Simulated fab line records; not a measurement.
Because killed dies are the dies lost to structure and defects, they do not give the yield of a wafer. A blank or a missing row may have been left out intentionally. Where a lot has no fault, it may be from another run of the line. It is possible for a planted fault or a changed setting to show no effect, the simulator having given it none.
What tool caused it? | flow gf180mcu | 7 lots (21 wafers sampled), 1 step of a 602-step route

## WHAT THE GAUGES SHOWED, per wafer
GF_STI_THK_MEAS_04.
lot  | measured    | on           | STI_CVD_03_THK (nm)
L695 | day 1 19:31 | filmMetro-01 | 204.4 206.9 205.8
L697 | day 2 04:49 | filmMetro-04 | 207.5 206.2 206.3
L699 | day 2 14:34 | filmMetro-01 | 208.9 206.3 207.9
L705 | day 3 20:34 | filmMetro-01 | 208.3 206.0 208.9
L713 | day 5 12:34 | filmMetro-02 | 206.1 205.4 204.9
L715 | day 6 00:40 | filmMetro-04 | 205.4 205.2 205.8
L717 | day 6 08:34 | filmMetro-01 | 209.1 209.3 211.2

## WHAT TOOL EACH LOT RAN ON (gives the tool, then ch and the chambers of the sampled wafers, and finally the start)
The record shows no process step preceding these readings.

## THE ANSWER, worked out from the rows above alone
Rule: usual is defined by the lots themselves. Put in order of their means at a reading, lots are off if they are a third of the lots or fewer, leave a main group of 4 or more, and stand apart from it by a gap of 3 or more times the standard deviation of the main group's means; of several such gaps the widest counts. If all means in a main group match to the digits the tables above print for the reading, that group is not used. A lot without any number at a reading at which 4 lots or more have one is off too. Any other lot the step has rows for is counted as sound.
No lot is off on any of the readings shown, so nothing can be concluded from this.

## WHAT WAS PUT IN BY THE SIMULATOR
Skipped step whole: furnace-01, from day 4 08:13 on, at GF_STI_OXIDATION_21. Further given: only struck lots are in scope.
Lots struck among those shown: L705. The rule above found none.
